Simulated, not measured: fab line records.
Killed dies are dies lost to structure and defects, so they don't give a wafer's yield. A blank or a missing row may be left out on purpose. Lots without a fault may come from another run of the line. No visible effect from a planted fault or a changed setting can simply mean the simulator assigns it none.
Which tool was responsible? ; flow gf180mcu ; Sampling: 13 lots, 39 wafers, 6 of 602 route steps

## WHAT THE GAUGES SHOWED, per wafer
GF_STI_THK_MEAS_22.
lot;measured;on;STI_OXIDATION_01_THK (nm)
L495;day 2 06:01;filmMetro-04;14.6 14.8 14.5
L496;day 2 09:44;filmMetro-01;15.3 15.0 15.1
L497;day 2 13:45;filmMetro-01;14.4 14.4 14.3
L500;day 3 05:54;filmMetro-04;14.7 14.5 14.6
L502;day 3 15:28;filmMetro-04;14.5 14.5 14.4
L505;day 4 06:03;filmMetro-04;14.3 14.2 14.1
L506;day 4 11:42;filmMetro-04;14.7 14.8 15.2
L507;day 4 17:56;filmMetro-04;14.7 14.7 14.5
L510;day 5 11:27;filmMetro-04;15.2 15.3 15.0
L513;day 6 00:33;filmMetro-03;14.5 14.7 14.8
L515;day 6 09:59;filmMetro-03;15.0 14.8 14.9
L516;day 6 14:47;filmMetro-03;14.5 14.5 14.6
L517;day 6 21:20;filmMetro-04;15.0 15.0 15.1

GF_NWELL_OVL_MEAS_07.
lot;measured;on;NWELL_OVL (nm)
L495;day 3 09:56;overlay-01;3.4 2.8 2.6
L496;day 3 12:42;overlay-01;-0.7 -0.2 1.3
L497;day 3 17:17;overlay-02;2.1 0.8 0.9
L500;day 4 11:11;overlay-02;-0.4 -1.1 0.9
L502;day 4 21:29;overlay-02;1.5 1.7 -0.7
L505;day 5 12:47;overlay-01;0.7 -0.7 1.5
L506;day 5 20:14;overlay-01;-1.0 0.1 1.0
L507;day 6 02:30;overlay-02;0.5 3.1 1.9
L510;day 6 19:38;overlay-01;0.1 2.7 0.7
L513;day 7 10:09;overlay-02;3.0 0.0 2.2
L515;day 7 21:00;overlay-02;1.0 -0.9 -0.5
L516;day 8 01:32;overlay-02;0.3 1.2 0.6
L517;day 8 10:40;overlay-02;0.8 0.0 1.3

GF_MVSD_TW_MEAS_11.
lot;measured;on;MVSD_TW
L495;day 4 12:53;filmMetro-01;1582 1577 1583
L496;day 4 16:10;filmMetro-01;1576 1587 1584
L497;day 4 21:14;filmMetro-04;1573 1570 1583
L500;day 5 16:43;filmMetro-01;1562 1559 1557
L502;day 6 03:44;filmMetro-01;1597 1593 1601
L505;day 6 19:43;filmMetro-01;1593 1592 1595
L506;day 7 04:17;filmMetro-02;1620 1624 1616
L507;day 7 10:34;filmMetro-02;1623 1629 1623
L510;day 8 05:03;filmMetro-04;1626 1634 1634
L513;day 8 20:26;filmMetro-01;1575 1573 1574
L515;day 9 08:23;filmMetro-04;1572 1573 1580
L516;day 9 12:41;filmMetro-01;1596 1602 1606
L517;day 9 20:51;filmMetro-02;1559 1553 1557

GF_VT_IMPLANT_TW_MEAS_43.
lot;measured;on;VT_IMPLANT_4_TW
L495;day 7 16:29;filmMetro-01;692 692 687
L496;day 7 20:56;filmMetro-03;698 699 700
L497;day 8 01:29;filmMetro-01;692 690 688
L500;day 9 00:31;filmMetro-02;683 679 680
L502;day 9 12:19;filmMetro-02;678 683 674
L505;day 10 06:58;filmMetro-02;680 676 675
L506;day 10 15:23;filmMetro-02;677 679 678
L507;day 10 21:17;filmMetro-01;700 704 706
L510;day 11 21:58;filmMetro-02;677 682 683
L513;day 12 13:50;filmMetro-03;694 693 697
L515;day 13 04:08;filmMetro-03;702 696 695
L516;day 13 06:32;filmMetro-01;697 697 696
L517;day 13 18:11;filmMetro-03;694 702 693

GF_VT_IMPLANT_RS_MEAS_46: the measuring method here is four-point-probe.
lot;measured;on;MVSD_RS (ohm/sq)
L495;day 7 16:42;filmMetro-04;458.4 456.5 456.5
L496;day 7 21:09;filmMetro-02;458.9 457.3 458.2
L497;day 8 01:43;filmMetro-02;456.0 456.9 457.5
L500;day 9 00:44;filmMetro-01;458.1 456.9 456.5
L502;day 9 12:31;filmMetro-02;456.8 458.5 459.9
L505;day 10 07:11;filmMetro-04;455.6 456.8 455.7
L506;day 10 15:36;filmMetro-01;400.8 401.0 400.5
L507;day 10 21:31;filmMetro-04;401.7 400.6 400.4
L510;day 11 22:11;filmMetro-02;402.0 401.5 401.7
L513;day 12 14:04;filmMetro-04;457.8 458.6 456.3
L515;day 13 04:21;filmMetro-02;456.5 456.6 456.1
L516;day 13 06:45;filmMetro-04;454.1 454.7 455.4
L517;day 13 18:25;filmMetro-01;458.1 457.0 456.9

## WHICH TOOL RAN EACH LOT (tool, then ch and the chambers of the sampled wafers, then the start)
lot;GF_MVSD_IMPLANT_09
L495;implanter-03 ch 0, day 4 12:38
L496;implanter-03 ch 0, day 4 15:55
L497;implanter-01 ch 0, day 4 21:01
L500;implanter-03 ch 0, day 5 16:28
L502;implanter-03 ch 0, day 6 03:29
L505;implanter-01 ch 0, day 6 19:28
L506;implanter-03 ch 0, day 7 03:41
L507;implanter-01 ch 0, day 7 10:01
L510;implanter-01 ch 0, day 8 04:29
L513;implanter-01 ch 0, day 8 20:13
L515;implanter-01 ch 0, day 9 08:08
L516;implanter-01 ch 0, day 9 12:26
L517;implanter-01 ch 0, day 9 20:38
- GF_MVSD_IMPLANT_09

## AS READ BY THE TOOLS THEMSELVES (means over the sampled wafers that have a number; for cases with no such wafer, the mark the record gives instead)
GF_MVSD_IMPLANT_09.
lot;tool;doseIonsCm2
L495;implanter-03;4.995e+12
L496;implanter-03;5.000e+12
L497;implanter-01;5.001e+12
L500;implanter-03;4.992e+12
L502;implanter-03;5.002e+12
L505;implanter-01;5.005e+12
L506;implanter-03;5.001e+12
L507;implanter-01;5.000e+12
L510;implanter-01;5.003e+12
L513;implanter-01;5.000e+12
L515;implanter-01;4.996e+12
L516;implanter-01;4.999e+12
L517;implanter-01;5.004e+12

## THE ANSWER, worked out from the rows above alone
Rule: the usual values come from the lots themselves. Put in order of their means at a reading, lots are off if they are a third of the lots or fewer, leave a main group of 4 or more, and stand apart from it by a gap of 3 or more times the standard deviation of the main group's means; of several such gaps the widest counts. Not used: any main group whose means are identical at the precision the tables above print for the reading. Also off: a lot with no number at a reading for which 4 or more lots have one. Any other lot the step has rows for is counted as sound. After the gauges, taken in route order, come the tools' own readings; for these a lot's mean is taken, as printed above. At the first step where some lot is off, the reading lying furthest off is the one used; lots without a number count as furthest.
Off: L506, L507, L510, at GF_VT_IMPLANT_RS_MEAS_46 (MVSD_RS). Mean 457.0 ohm/sq and standard deviation 1 in the main group.
A tool fits if, at a process step before that reading, it ran every lot that is off, and no sound lot after the first of them. Gauges at GF_VT_IMPLANT_RS_MEAS_46: tried the same way as those tools. Not one of the candidates tried fits.

## WHAT THE SIMULATOR PUT IN
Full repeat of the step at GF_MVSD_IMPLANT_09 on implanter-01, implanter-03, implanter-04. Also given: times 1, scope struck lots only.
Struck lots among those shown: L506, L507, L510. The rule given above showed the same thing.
